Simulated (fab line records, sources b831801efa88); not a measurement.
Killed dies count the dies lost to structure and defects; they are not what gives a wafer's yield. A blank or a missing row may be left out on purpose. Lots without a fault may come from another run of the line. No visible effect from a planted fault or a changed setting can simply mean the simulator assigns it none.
Which of the tools did it?	flow gf180mcu	7 lots, 20 wafers sampled, at 2 steps of a route of 602

WHAT THE GAUGES SHOWED, per wafer
GF_HV_LDD_CD_MEAS_07 targets a cd of 400 nm.
lot	measured	on	cd nm (nm)
L685	day 10 11:30	cd sem-02	398.2 396.8 398.7
L689	day 11 12:34	cd sem-01	402.1 403.0 400.1
L691	day 12 04:50	cd sem-02	400.0 401.4 401.7
L694	day 13 01:35	cd sem-02	403.2 402.0 402.2
L696	day 13 16:18	cd sem-01	398.4 400.6
L702	day 15 17:43	cd sem-02	398.3 398.7 401.1
L705	day 16 11:32	cd sem-01	401.1 398.5 399.9

EACH LOT AND THE TOOL THAT RAN IT (in order: tool; ch and the chambers of the sampled wafers; start)
lot	GF_STI_ETCH_14
L685	rie si-02 ch 1,3, day 2 07:55
L689	rie si-01 ch 0,2,3, day 3 02:35
L691	rie si-01 ch 0,1,2, day 3 14:25
L694	rie si-02 ch 0,2,3, day 4 05:23
L696	rie si-02 ch 1,3, day 4 15:20
L702	rie si-01 ch 0,1,3, day 5 23:52
L705	rie si-01 ch 0,1,2, day 6 13:49
- GF_STI_ETCH_14: etches Si in HBr/Cl2/O2, target depth 360 nm, time 102.9 s.

THE ANSWER, worked out from the rows above alone
Rule: the usual values come from the lots themselves. The widest of any qualifying gaps counts: lots, ordered by their means at a reading, are off when they make up no more than a third of the lots, leave a main group of 4 or more, and stand apart from it by 3 or more times the standard deviation of that group's means. A main group whose means are all the same, to the digits that the tables above print for the reading, isn't used. A lot without any number at a reading at which 4 lots or more have one is off too. The other lots that the step has rows for count as sound.
None of the lots is off at any reading shown; this tells nothing.

WHAT THE SIMULATOR PUT IN
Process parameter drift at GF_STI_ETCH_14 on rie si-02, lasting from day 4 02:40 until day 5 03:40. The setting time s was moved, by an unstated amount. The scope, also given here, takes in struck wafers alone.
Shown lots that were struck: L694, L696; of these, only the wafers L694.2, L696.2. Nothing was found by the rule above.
